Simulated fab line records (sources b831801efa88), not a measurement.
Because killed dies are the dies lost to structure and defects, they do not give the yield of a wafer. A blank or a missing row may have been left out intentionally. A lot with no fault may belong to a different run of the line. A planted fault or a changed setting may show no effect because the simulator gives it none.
Which tool was responsible? | flow gf180mcu | Sampling: 24 lots, 72 wafers, 4 of 602 route steps

## WHAT THE GAUGES SHOWED, per wafer
GF_V4_THK_MEAS_01. Usual: V4_CVD_00_THK typically reads 600 nm, with standard deviation 7.
lot  | measured     | on            | V4_CVD_00_THK (nm) | flag
L074 | day 23 10:48 | film metro-04 | 606 605 601        |
L075 | day 24 05:29 | film metro-04 | 594 589 589        |
L077 | day 24 17:45 | film metro-01 | 597 600 603        |
L076 | day 24 19:55 | film metro-01 | 604 607 603        |
L078 | day 25 03:53 | film metro-04 | 603 605 592        |
L079 | day 25 15:14 | film metro-01 | 598 611 602        |
L080 | day 25 15:24 | film metro-01 | 589 602 588        |
L081 | day 26 05:31 | film metro-04 | 609 603 603        |
L082 | day 26 19:25 | film metro-04 | 611 601 613        |
L084 | day 26 19:28 | film metro-01 | 603 611 594        |
L083 | day 26 22:07 | film metro-04 | 606 594 604        |
L085 | day 27 07:13 | film metro-01 | 601 590 587        |
L086 | day 27 09:33 | film metro-04 | 616 599 607        |
L087 | day 28 02:43 | film metro-04 | 596 600 597        |
L088 | day 28 04:23 | film metro-01 | 605 606 609        |
L089 | day 28 15:06 | film metro-04 | 613 599 609        |
L090 | day 28 17:35 | film metro-03 | 589 590 595        |
L091 | day 28 20:22 | film metro-01 | 593 606 606        |
L092 | day 29 02:36 | film metro-04 | 602 602 605        |
L094 | day 29 10:53 | film metro-03 | 595 596 597        |
L093 | day 29 16:01 | film metro-03 | 609 598 602        |
L095 | day 29 18:25 | film metro-01 | 582 596 597        |
L096 | day 30 03:07 | film metro-01 | 605 600 609        |
L097 | day 30 04:45 | film metro-01 | 585 591 593        |

## WHICH TOOL RAN EACH LOT (tool, then ch and the chambers of the sampled wafers, then the start)
lot  | GF_HV_LDD_RTA_52                 | GF_M3_SPUTTER_04             | GF_V3_CVD_23
L074 | rtp anneal-01 ch 0, day 12 14:59 | pvd sputter-01, day 20 09:38 | cvd w-01 ch 0,1, day 22 10:32
L075 | rtp anneal-02 ch 0, day 13 01:14 | pvd sputter-01, day 21 02:35 | cvd w-01 ch 1, day 23 04:30
L077 | rtp anneal-01 ch 0, day 13 15:24 | pvd sputter-04, day 21 19:14 | cvd w-01 ch 1, day 23 18:38
L076 | rtp anneal-02 ch 0, day 13 16:48 | pvd sputter-02, day 21 19:32 | cvd w-01 ch 0,1, day 23 20:07
L078 | rtp anneal-01 ch 0, day 13 23:04 | pvd sputter-02, day 22 04:10 | cvd w-01 ch 1, day 24 04:15
L079 | rtp anneal-02 ch 0, day 14 10:48 | pvd sputter-04, day 22 17:32 | cvd w-02 ch 0,1, day 24 15:56
L080 | rtp anneal-02 ch 0, day 14 12:05 | pvd sputter-02, day 22 18:17 | cvd w-01 ch 0,1, day 24 17:02
L081 | rtp anneal-02 ch 0, day 15 00:49 | pvd sputter-04, day 23 07:01 | cvd w-02 ch 0,1, day 25 06:37
L082 | rtp anneal-02 ch 0, day 15 17:36 | pvd sputter-04, day 23 22:59 | cvd w-02 ch 0,1, day 25 21:26
L084 | rtp anneal-02 ch 0, day 15 17:43 | pvd sputter-02, day 24 00:20 | cvd w-01 ch 0,1, day 25 21:34
L083 | rtp anneal-02 ch 0, day 15 18:02 | pvd sputter-04, day 24 00:59 | cvd w-01 ch 0,1, day 25 23:23
L085 | rtp anneal-02 ch 0, day 16 07:42 | pvd sputter-01, day 24 13:26 | cvd w-02 ch 0,1, day 26 09:06
L086 | rtp anneal-01 ch 0, day 16 08:14 | pvd sputter-04, day 24 15:31 | cvd w-02 ch 0,1, day 26 11:31
L087 | rtp anneal-02 ch 0, day 17 06:00 | pvd sputter-04, day 25 10:46 | cvd w-01 ch 0,1, day 27 05:47
L088 | rtp anneal-01 ch 0, day 17 06:19 | pvd sputter-02, day 25 12:14 | cvd w-01 ch 0,1, day 27 07:10
L089 | rtp anneal-02 ch 0, day 17 19:08 | pvd sputter-01, day 25 23:38 | cvd w-01 ch 0,1, day 27 17:38
L090 | rtp anneal-01 ch 0, day 17 19:26 | pvd sputter-01, day 26 00:35 | cvd w-02 ch 0,1, day 27 20:08
L091 | rtp anneal-01 ch 0, day 18 01:32 | pvd sputter-04, day 26 04:20 | cvd w-01 ch 0,1, day 27 23:16
L092 | rtp anneal-01 ch 0, day 18 09:25 | pvd sputter-04, day 26 11:18 | cvd w-02 ch 0,1, day 28 05:20
L094 | rtp anneal-01 ch 0, day 18 18:58 | pvd sputter-02, day 26 21:37 | cvd w-01 ch 0,1, day 28 14:27
L093 | rtp anneal-01 ch 0, day 18 19:37 | pvd sputter-01, day 27 01:20 | cvd w-02 ch 0,1, day 28 19:27
L095 | rtp anneal-02 ch 0, day 19 04:54 | pvd sputter-02, day 27 03:55 | cvd w-02 ch 0,1, day 28 22:18
L096 | rtp anneal-02 ch 0, day 19 15:55 | pvd sputter-04, day 27 13:23 | cvd w-02 ch 0,1, day 29 06:22
L097 | rtp anneal-01 ch 0, day 19 16:37 | pvd sputter-01, day 27 14:50 | cvd w-01 ch 0,1, day 29 07:49
- GF_HV_LDD_RTA_52: time 10 s.
- GF_M3_SPUTTER_04: material TiN, target thk 50 nm, time 41.7 s.
- GF_V3_CVD_23: deposits W, target thk 350 nm, time 104.9 s.

## AS READ BY THE TOOLS THEMSELVES (means over the sampled wafers that have a number; for cases with no such wafer, the mark the record gives instead)
GF_HV_LDD_RTA_52. Usual: lamp power pct 32.6 %, standard deviation 2.4; wafer_temp_C_max 1004.1, standard deviation 1.9.
lot  | tool          | lamp power pct (%) | wafer_temp_C_max | flag
L074 | rtp anneal-01 | 35.1               | 1002.6           |
L075 | rtp anneal-02 | 30.4               | 1006.1           |
L077 | rtp anneal-01 | 35.1               | 1002.4           |
L076 | rtp anneal-02 | 30.4               | 1005.5           |
L078 | rtp anneal-01 | 35.1               | 1002.6           |
L079 | rtp anneal-02 | 30.4               | 1005.2           |
L080 | rtp anneal-02 | 30.4               | 1004.6           |
L081 | rtp anneal-02 | 30.4               | 1006.2           |
L082 | rtp anneal-02 | 30.5               | 1006.7           |
L084 | rtp anneal-02 | 30.4               | 1005.2           |
L083 | rtp anneal-02 | 30.4               | 1005.3           |
L085 | rtp anneal-02 | 30.4               | 1006.2           |
L086 | rtp anneal-01 | 35.1               | 1002.1           |
L087 | rtp anneal-02 | 30.4               | 1005.6           |
L088 | rtp anneal-01 | 35.1               | 1002.1           |
L089 | rtp anneal-02 | 30.4               | 1004.9           |
L090 | rtp anneal-01 | 35.1               | 1002.0           |
L091 | rtp anneal-01 | 35.1               | 1003.5           |
L092 | rtp anneal-01 | 35.1               | 1002.5           |
L094 | rtp anneal-01 | 35.1               | 1002.3           |
L093 | rtp anneal-01 | 35.1               | 1002.0           |
L095 | rtp anneal-02 | 30.4               | 1005.6           |
L096 | rtp anneal-02 | 30.4               | 1004.9           |
L097 | rtp anneal-01 | 35.1               | 1002.2           |

GF_M3_SPUTTER_04. Usual: throttle valve pct reads 29.8 % (standard deviation 1.4).
lot  | tool           | throttle valve pct (%) | flag
L074 | pvd sputter-01 | 29.6                   |
L075 | pvd sputter-01 | 29.8                   |
L077 | pvd sputter-04 | 29.1                   |
L076 | pvd sputter-02 | 30.1                   |
L078 | pvd sputter-02 | 29.7                   |
L079 | pvd sputter-04 | 28.6                   |
L080 | pvd sputter-02 | 29.9                   |
L081 | pvd sputter-04 | 30.3                   |
L082 | pvd sputter-04 | 28.1                   |
L084 | pvd sputter-02 | 30.2                   |
L083 | pvd sputter-04 | 30.2                   |
L085 | pvd sputter-01 | 29.1                   |
L086 | pvd sputter-04 | 29.0                   |
L087 | pvd sputter-04 | 29.2                   |
L088 | pvd sputter-02 | 29.6                   |
L089 | pvd sputter-01 | 28.3                   |
L090 | pvd sputter-01 | 30.6                   |
L091 | pvd sputter-04 | 30.2                   |
L092 | pvd sputter-04 | 30.7                   |
L094 | pvd sputter-02 | 30.6                   |
L093 | pvd sputter-01 | 29.0                   |
L095 | pvd sputter-02 | 30.4                   |
L096 | pvd sputter-04 | 29.9                   |
L097 | pvd sputter-01 | 28.7                   |

GF_V3_CVD_23. Usual: heater power w reads 791 W (standard deviation 44).
lot  | tool     | heater power w (W) | flag
L074 | cvd w-01 | 790                |
L075 | cvd w-01 | 819                |
L077 | cvd w-01 | 826                |
L076 | cvd w-01 | 774                |
L078 | cvd w-01 | 811                |
L079 | cvd w-02 | 785                |
L080 | cvd w-01 | 797                |
L081 | cvd w-02 | 799                |
L082 | cvd w-02 | 800                |
L084 | cvd w-01 | 789                |
L083 | cvd w-01 | 779                |
L085 | cvd w-02 | 810                |
L086 | cvd w-02 | 792                |
L087 | cvd w-01 | 751                |
L088 | cvd w-01 | 800                |
L089 | cvd w-01 | 802                |
L090 | cvd w-02 | 809                |
L091 | cvd w-01 | 787                |
L092 | cvd w-02 | 789                |
L094 | cvd w-01 | 806                |
L093 | cvd w-02 | 798                |
L095 | cvd w-02 | 829                |
L096 | cvd w-02 | 823                |
L097 | cvd w-01 | 798                |

## THE ANSWER, worked out from the rows above alone
Rule: a lot is off if the mean of its wafers that have a number lies more than 3 standard deviations from the usual mean. A lot without any number at a reading at which 4 lots or more have one is off too. Where the step has rows for the other lots, those lots are counted as sound. The gauges are gone through in route order, then the tools' own readings, and for those a lot's mean is taken as printed above. The first step at which some lot is off is used, and at that step the reading that is off furthest; a lot without a number counts as furthest.
Across all readings shown, no lot is off: no conclusion can be drawn from this.

## WHAT THE SIMULATOR HAD PUT IN
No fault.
